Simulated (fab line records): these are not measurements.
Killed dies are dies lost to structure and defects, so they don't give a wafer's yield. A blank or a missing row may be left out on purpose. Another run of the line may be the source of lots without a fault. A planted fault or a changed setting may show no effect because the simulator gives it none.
Check for tools in common + flow gf180mcu + Sample size 11 lots and 33 wafers

## REASON FOR OPENING
Of 11 lots, 2 have the reading CONTACT_W_RS flagged at GF_CONTACT_RS_MEAS_25. No-fault wafers: 0.383 ohm/sq, standard deviation 0.0044.
Rule: flag the lot when none of its wafers has a number, or when each of its wafers that has one lies beyond 4 standard deviations from that mean. The other lots count as sound.

| lot  | measured     | on            | CONTACT_W_RS (ohm/sq), wafer by wafer | flag    |
|------|--------------|---------------|---------------------------------------|---------|
| L336 | day 16 03:59 | film metro-03 | 0.380 0.380 0.381                     |         |
| L339 | day 17 08:34 | film metro-02 | 0.388 0.384 0.389                     |         |
| L343 | day 18 17:30 | film metro-04 | 0.377 0.375 0.379                     |         |
| L344 | day 19 02:46 | film metro-02 | 0.387 0.386 0.391                     |         |
| L346 | day 20 01:54 | film metro-03 | 0.382 0.386 0.381                     |         |
| L348 | day 20 20:36 | film metro-02 | 0.380 0.380 0.378                     |         |
| L353 | day 22 08:08 | film metro-02 | 0.246 0.245 0.244                     | FLAGGED |
| L354 | day 22 14:42 | film metro-03 | 0.244 0.241 0.242                     | FLAGGED |
| L355 | day 23 00:05 | film metro-02 | 0.382 0.382 0.382                     |         |
| L358 | day 24 02:26 | film metro-04 | 0.381 0.387 0.382                     |         |
| L359 | day 24 03:34 | film metro-04 | 0.380 0.386 0.387                     |         |
On average the flagged lots' numbers are 0.244 ohm/sq, which is -0.139 ohm/sq against the usual, or -32 standard deviations.

## TOOL THAT RAN EACH LOT
The record holds 2 process steps before the reading, out of a route of 602 steps. Read each cell as the tool, then ch plus the chambers that the sampled wafers visited, then the start.
| lot  | flag    | GF_CONTACT_SPUTTER_23        | GF_CONTACT_CVD_24             |
|------|---------|------------------------------|-------------------------------|
| L336 |         | pvd sputter-03, day 16 03:47 | cvd w-01 ch 0,1, day 16 03:52 |
| L339 |         | pvd sputter-03, day 17 08:26 | cvd w-01 ch 0, day 17 08:28   |
| L343 |         | pvd sputter-04, day 18 17:22 | cvd w-01 ch 0,1, day 18 17:24 |
| L344 |         | pvd sputter-03, day 19 02:36 | cvd w-01 ch 1, day 19 02:38   |
| L346 |         | pvd sputter-03, day 20 01:45 | cvd w-02 ch 0,1, day 20 01:47 |
| L348 |         | pvd sputter-02, day 20 20:26 | cvd w-01 ch 0, day 20 20:29   |
| L353 | FLAGGED | pvd sputter-04, day 22 07:59 | cvd w-01 ch 0,1, day 22 08:02 |
| L354 | FLAGGED | pvd sputter-04, day 22 14:32 | cvd w-01 ch 0,1, day 22 14:35 |
| L355 |         | pvd sputter-04, day 22 23:55 | cvd w-02 ch 0,1, day 22 23:59 |
| L358 |         | pvd sputter-02, day 24 02:15 | cvd w-02 ch 0,1, day 24 02:19 |
| L359 |         | pvd sputter-02, day 24 03:19 | cvd w-02 ch 0, day 24 03:22   |
What is done by these steps:
- GF_CONTACT_SPUTTER_23: material TiN, target thk 10 nm, time 40 s.
- GF_CONTACT_CVD_24: deposits W, target thk 300 nm, time 90.339 s.
- GF_CONTACT_RS_MEAS_25: measures by four-point-probe.

## FLAGGED AGAINST TOTAL, ONE TOOL AT A TIME (gauges that did the reading follow at the end)
| step                  | tool           | lots run | flagged | share of the flagged lots | sound lots run after its first flagged lot |
|-----------------------|----------------|----------|---------|---------------------------|--------------------------------------------|
| GF_CONTACT_SPUTTER_23 | pvd sputter-02 | 3        | 0       | none                      | -                                          |
| GF_CONTACT_SPUTTER_23 | pvd sputter-03 | 4        | 0       | none                      | -                                          |
| GF_CONTACT_SPUTTER_23 | pvd sputter-04 | 4        | 2       | all                       | 1 (L355)                                   |
| GF_CONTACT_CVD_24     | cvd w-01       | 7        | 2       | all                       | 0                                          |
| GF_CONTACT_CVD_24     | cvd w-02       | 4        | 0       | none                      | -                                          |
| GF_CONTACT_RS_MEAS_25 | film metro-02  | 5        | 1       | some                      | 1 (L355)                                   |
| GF_CONTACT_RS_MEAS_25 | film metro-03  | 3        | 1       | some                      | 0                                          |
| GF_CONTACT_RS_MEAS_25 | film metro-04  | 3        | 0       | none                      | -                                          |

## WHAT THE TABLE PERMITS
Every flagged lot went through 2 rows of the table: pvd sputter-04 at GF_CONTACT_SPUTTER_23 and cvd w-01 at GF_CONTACT_CVD_24.
- pvd sputter-04 at GF_CONTACT_SPUTTER_23: 2 of its 4 lots flagged. After the first flagged lot (L355), sound lots still ran on it; a lasting fault on the whole tool would not permit that.
- cvd w-01 at GF_CONTACT_CVD_24: 2 of its 7 lots flagged. It ran its last sound lot, L348, at day 20 20:29 and its first flagged lot, L353, at day 22 08:02: a fault with its onset between the two fits. Its own readings (susceptor temp C) fall more than 4 standard deviations out on all wafers of the flagged lots.
Left over: one tool, cvd w-01 at GF_CONTACT_CVD_24.

## WHAT THE SIMULATOR PUT IN
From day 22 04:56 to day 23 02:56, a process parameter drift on cvd w-01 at GF_CONTACT_CVD_24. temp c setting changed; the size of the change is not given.
Struck lots among those shown: L353, L354. Same finding as the rule above.
